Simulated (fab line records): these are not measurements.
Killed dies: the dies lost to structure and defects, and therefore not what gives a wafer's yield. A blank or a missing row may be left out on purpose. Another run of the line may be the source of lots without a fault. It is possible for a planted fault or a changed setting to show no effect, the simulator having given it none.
Comparing a struck lot with a sound one || flow sky130 || 44 out of 708 route steps
Sound: the wafers L342.3, L342.5, L342.6. Wafers struck: L331.2, L331.3, L331.4. The cause is named last.
Order at every step that has rows: each side's tool, ch and its chambers, its first start. Under that, the readings that differ: sound wafers || struck wafers || difference of the means || sigmas: that difference in standard deviations of wafers without a fault.
alike: a reading whose means differ by less than 2 such deviations, as well as words and numbers matching on both sides. not compared: withheld readings; readings where some wafer has no value; bounds like >300 that might hide an equal value; numbers whose values overlap and for which the record gives no deviation.
The two part at a step that has a row with sigmas, a row that says differs or no value, or rows on one side only. When numbers do not overlap yet have no deviation, they are printed without sigmas and do not part them. A reading that every wafer of one side lacks parts them only if that side has two wafers or more.

first, 2 steps without rows for these wafers: SKY_VIA2_SPUTTER_20 (material TiN, target thk 20 nm, time 80 s); SKY_VIA2_CVD_21 (deposits W, target thk 420 nm, time 126.4 s).
SKY_VIA2_RS_MEAS_22: a four-point-probe measurement.
  sound on filmMetro-01 at day 41 19:25; struck on filmMetro-01 at day 39 06:23
  alike: VIA2_W_RS
SKY_VIA2_THK_MEAS_23: measures by xrf.
  sound on filmMetro-01 at day 41 19:31; struck on filmMetro-01 at day 39 06:30
  alike: VIA2_W_THK
then, 1 step without rows for these wafers: SKY_VIA2_CMP_24 (polishes, stops on SiO2, t overpolish 20 s, target thk 0 nm).
SKY_METAL3_SPUTTER_00: material Ti, target thk 15 nm, time 10 s.
  sound on pvdSputter-01 at day 41 19:51; struck on pvdSputter-02 at day 39 06:51
  alike: throttleValvePct
then, 1 step without rows for these wafers: SKY_METAL3_SPUTTER_01 (material TiN, target thk 20 nm, time 16.7 s).
SKY_METAL3_SPUTTER_02: material AlCu, target thk 735 nm, time 39.1 s.
  sound on pvdSputter-01 at day 41 19:54; struck on pvdSputter-02 at day 39 06:54
  alike: throttleValvePct
SKY_METAL3_SPUTTER_03: material Ti, target thk 5 nm, time 3.3 s.
  sound on pvdSputter-01 at day 41 19:56; struck on pvdSputter-02 at day 39 06:56
  alike: throttleValvePct
SKY_METAL3_SPUTTER_04: material TiN, target thk 70 nm, time 58.3 s.
  sound on pvdSputter-01 at day 41 19:57; struck on pvdSputter-02 at day 39 06:58
  alike: throttleValvePct
then, 1 step without rows for these wafers: SKY_CAPM_CVD_00 (deposits SiO2, target thk 15.5 nm).
SKY_CAPM_THK_MEAS_01:
  sound on filmMetro-02 at day 41 20:02; struck on filmMetro-02 at day 39 07:02
  alike: CAPM_CVD_00_THK
SKY_CAPM_SPUTTER_02: material TiN, target thk 200 nm, time 166.7 s.
  sound on pvdSputter-02 at day 41 20:05; struck on pvdSputter-04 at day 39 07:05
{"reading": "model.TiN_of_CAPM_SPUTTER_02.thkNm (nm)", "sound": "200.8 198.9 200.5", "struck": "210.8 210.3 211.8", "difference": "+10.9", "sigmas": ""}
  alike: throttleValvePct
SKY_CAPM_RS_MEAS_03: a four-point-probe measurement.
  sound on filmMetro-02 at day 41 20:14; struck on filmMetro-04 at day 39 07:13
{"reading": "CAPM_TIN_RS (ohm/sq)", "sound": "6.89 6.96 6.91", "struck": "6.55 6.57 6.50", "difference": -0.38, "sigmas": -5}
SKY_CAPM_THK_MEAS_04: measures by xrf.
  sound on filmMetro-02 at day 41 20:20; struck on filmMetro-04 at day 39 07:20
{"reading": "CAPM_TIN_THK (nm)", "sound": "201.5 200.5 203.0", "struck": "208.0 208.3 209.6", "difference": "+7.0", "sigmas": "+3"}
then, 7 steps without rows for these wafers: SKY_CAPM_DEHYDRATE_05 (time 60 s); SKY_CAPM_HMDS_06 (prime time 60 s); SKY_CAPM_COAT_07 (resist thk 1140 nm); SKY_CAPM_SOFTBAKE_08 (time 60 s); SKY_CAPM_EXPOSE_09 (exposes mask CAPM, target cd 1000 nm); SKY_CAPM_PEB_10; SKY_CAPM_DEVELOP_11 (develop time 60 s).
SKY_CAPM_OVL_MEAS_12:
  sound on overlay-01 at day 42 19:23; struck on overlay-02 at day 40 07:38
  alike: CAPM_OVL
SKY_CAPM_METAL_ETCH_13: etches TiN in Cl2/BCl3, stops on SiO2, target depth 220 nm, time 62.9 s.
  sound on rieMetal-03 ch 0, day 42 19:28; struck on rieMetal-02 ch 0,1, day 40 07:40
{"reading": "oesProductAu (a.u.)", "sound": "0.944 0.946 0.944", "struck": "0.975 0.969 0.974", "difference": "+0.028", "sigmas": "+4"}
  alike: bcl3FlowSccm, drypumpMotorCurrentA, heBacksideLeakSccm, throttleValvePct
  not compared: rfHoursCounterH
then, 12 steps without rows for these wafers: SKY_CAPM_STRIP_14 (strips in O2/N2); SKY_CAPM_STRIP_15 (strips in post etch residue remover, time 1200 s); SKY_CAPM_CLEAN_16 (cleans in IPA, time 180 s); SKY_CAPM_CLEAN_17 (cleans in O3/DIW); SKY_METAL3_DEHYDRATE_05 (time 60 s); SKY_METAL3_HMDS_06 (prime time 60 s); SKY_METAL3_COAT_07 (resist thk 60 nm); SKY_METAL3_COAT_08 (resist thk 1140 nm); SKY_METAL3_SOFTBAKE_09 (time 90 s); SKY_METAL3_EXPOSE_10 (exposes mask MM3, target cd 300 nm); SKY_METAL3_PEB_11; SKY_METAL3_DEVELOP_12 (develop time 60 s).
SKY_METAL3_CD_MEAS_13: target cd 300 nm.
  sound on cdSem-01 at day 43 18:22; struck on cdSem-01 at day 41 08:23
  alike: cdNm
SKY_METAL3_OVL_MEAS_14:
  sound on overlay-02 at day 43 18:28; struck on overlay-01 at day 41 08:30
  alike: METAL3_OVL
then, 3 steps without rows for these wafers: SKY_METAL3_DESCUM_15 (chemistry O2, time 8 s); SKY_METAL3_ETCH_16 (etches BARC in N2/H2, stops on SiO2, time 88.2 s, target depth 60 nm); SKY_METAL3_ETCH_17 (etches SiO2 in C4F8/O2/Ar, stops on TiN, time 3.9 s, target depth 15 nm).
SKY_METAL3_METAL_ETCH_18: etches the open film in Cl2/BCl3, stops on SiO2, target depth 845 nm, time 183.1 s.
  sound on rieMetal-04 ch 0,1, day 43 18:41; struck on rieMetal-01 ch 0,1, day 41 08:41
  alike: bcl3FlowSccm, drypumpMotorCurrentA, heBacksideLeakSccm, oesProductAu, throttleValvePct
  not compared: rfHoursCounterH
SKY_METAL3_STRIP_20: strips in post etch residue remover, time 1200 s.
  sound on wetBench-01 ch 3, day 43 18:55; struck on wetBench-04 ch 2, day 41 08:58
{"reading": "model.TiN_of_CAPM_SPUTTER_02.thkNm (nm)", "sound": "200 198.1 199.7", "struck": "210 209.4 211", "difference": "+11", "sigmas": ""}
-- the record jumps here: 7 days lie between the struck wafers' starts before and after (it left off in module METAL3 and takes up again in module PAD_OPEN, whose first step shown is number 708 of the route) --
SKY_PAD_OPEN_PROBE_99:
  sound on prober-01 at day 49 23:38; struck on prober-02 at day 48 04:15
{"reading": "killed_at_M0_to_M3", "sound": "49 48 53", "struck": "36 36 33", "difference": -15, "sigmas": -2}
{"reading": "model.etest.capMim.plateOhmSq", "sound": "5.985 6.033 5.883", "struck": "5.706 5.748 5.721", "difference": -0.242, "sigmas": ""}
  alike: defectLimitedYield, killed_at_M4_up, killedAtContacts, killedAtFrontEnd, killedAtOther, killedDies, killedOpen, killedShort, sort_bin_3_pad_short, sort_bin_5_function, sort_bin_6_memory, sortNPass, sortYieldPct

## WHERE THEY PART
At SKY_CAPM_RS_MEAS_03 first; at SKY_PAD_OPEN_PROBE_99 last (within this record only).

WHY: the cause the simulator had injected
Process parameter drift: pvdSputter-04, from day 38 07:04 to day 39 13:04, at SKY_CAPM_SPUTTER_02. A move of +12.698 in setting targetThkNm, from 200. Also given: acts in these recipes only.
